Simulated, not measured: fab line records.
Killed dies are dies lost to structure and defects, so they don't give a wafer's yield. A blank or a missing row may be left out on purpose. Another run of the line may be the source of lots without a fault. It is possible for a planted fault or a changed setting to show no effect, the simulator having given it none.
Which tool is to blame?    flow gf180mcu    Sampling: 7 lots, 21 wafers, 5 of 602 route steps

WHAT THE GAUGES SHOWED, per wafer
GF_M3_RS_MEAS_05: measures by four-point-probe.
lot   measured      on             M3_ALCU_RS (ohm/sq)
L471  day 22 09:43  film-metro-01  0.0696 0.0691 0.0689
L474  day 23 12:19  film-metro-01  0.0692 0.0694 0.0690
L476  day 23 22:43  film-metro-04  0.0694 0.0687 0.0697
L481  day 25 19:16  film-metro-04  0.0690 0.0690 0.0690
L483  day 26 07:40  film-metro-03  7.1730 7.0985 7.1430
L488  day 27 17:10  film-metro-03  0.0691 0.0683 0.0680
L490  day 28 02:11  film-metro-03  0.0693 0.0702 0.0693

EACH LOT AND THE TOOL THAT RAN IT (in order: tool; ch and the chambers of the sampled wafers; start)
lot   GF_M2_METAL_ETCH_16                GF_V2_ETCH_17                                  GF_V2_SPUTTER_21              GF_M3_SPUTTER_02
L471  rie-metal-03 ch 1, day 21 06:38    rie-diel-04 ch 2,3, day 22 08:40 or earlier    pvd-sputter-04, day 22 08:40  pvd-sputter-03, day 22 09:37
L474  rie-metal-02 ch 0,1, day 22 09:53  rie-diel-02 ch 1,2, day 23 11:23 or earlier    pvd-sputter-04, day 23 11:23  pvd-sputter-01, day 23 12:13
L476  rie-metal-02 ch 1, day 22 20:14    rie-diel-01 ch 0,3, day 23 21:48 or earlier    pvd-sputter-02, day 23 21:48  pvd-sputter-01, day 23 22:38
L481  rie-metal-02 ch 0,1, day 24 18:53  rie-diel-01 ch 0,2,3, day 25 18:21 or earlier  pvd-sputter-02, day 25 18:21  pvd-sputter-03, day 25 19:10
L483  rie-metal-01 ch 1, day 25 07:43    rie-diel-01 ch 0,1, day 26 06:42 or earlier    pvd-sputter-03, day 26 06:42  pvd-sputter-01, day 26 07:32
L488  rie-metal-01 ch 0,1, day 26 16:58  rie-diel-01 ch 0,1, day 27 16:11 or earlier    pvd-sputter-04, day 27 16:11  pvd-sputter-03, day 27 17:01
L490  rie-metal-01 ch 0,1, day 27 03:26  rie-diel-04 ch 1,2,3, day 28 01:12 or earlier  pvd-sputter-02, day 28 01:12  pvd-sputter-03, day 28 02:06
- GF_M2_METAL_ETCH_16: etches the open film in Cl2/BCl3, stops on SiO2, target depth 627.5 nm, time 104.6 s.
- GF_V2_ETCH_17: etches SiO2 in C4F8/O2/Ar, stops on TiN, target depth 630 nm.
- GF_V2_SPUTTER_21: material Ti, target thk 15 nm, time 80.02 s.
- GF_M3_SPUTTER_02: material AlCu, target thk 450 nm, time 23.9 s.

THE ANSWER, worked out from the rows above alone
Rule: the usual values come from the lots themselves. Put in order of their means at a reading, lots are off if they are a third of the lots or fewer, leave a main group of 4 or more, and stand apart from it by a gap of 3 or more times the standard deviation of the main group's means; of several such gaps the widest counts. The tables above print the reading to a certain number of digits; a main group whose means all agree to those digits is not used. A lot without any number at a reading at which 4 lots or more have one is off too. Any other lot the step has rows for is counted as sound.
Off: L483, at GF_M3_RS_MEAS_05 (M3_ALCU_RS). The main group: mean 0.0691 ohm/sq, standard deviation 0.00034.
A tool fits if, at a process step before that reading, it ran every lot that is off, and no sound lot after the first of them. The gauges at GF_M3_RS_MEAS_05 are tried like those tools. Because GF_V2_ETCH_17 lacks a start for some lots, the hours and order of its lots are taken from GF_V2_SPUTTER_21. Can't be told from this: 2 tools fit, pvd-sputter-03 at GF_V2_SPUTTER_21, pvd-sputter-01 at GF_M3_SPUTTER_02.

WHAT THE SIMULATOR HAD PUT IN
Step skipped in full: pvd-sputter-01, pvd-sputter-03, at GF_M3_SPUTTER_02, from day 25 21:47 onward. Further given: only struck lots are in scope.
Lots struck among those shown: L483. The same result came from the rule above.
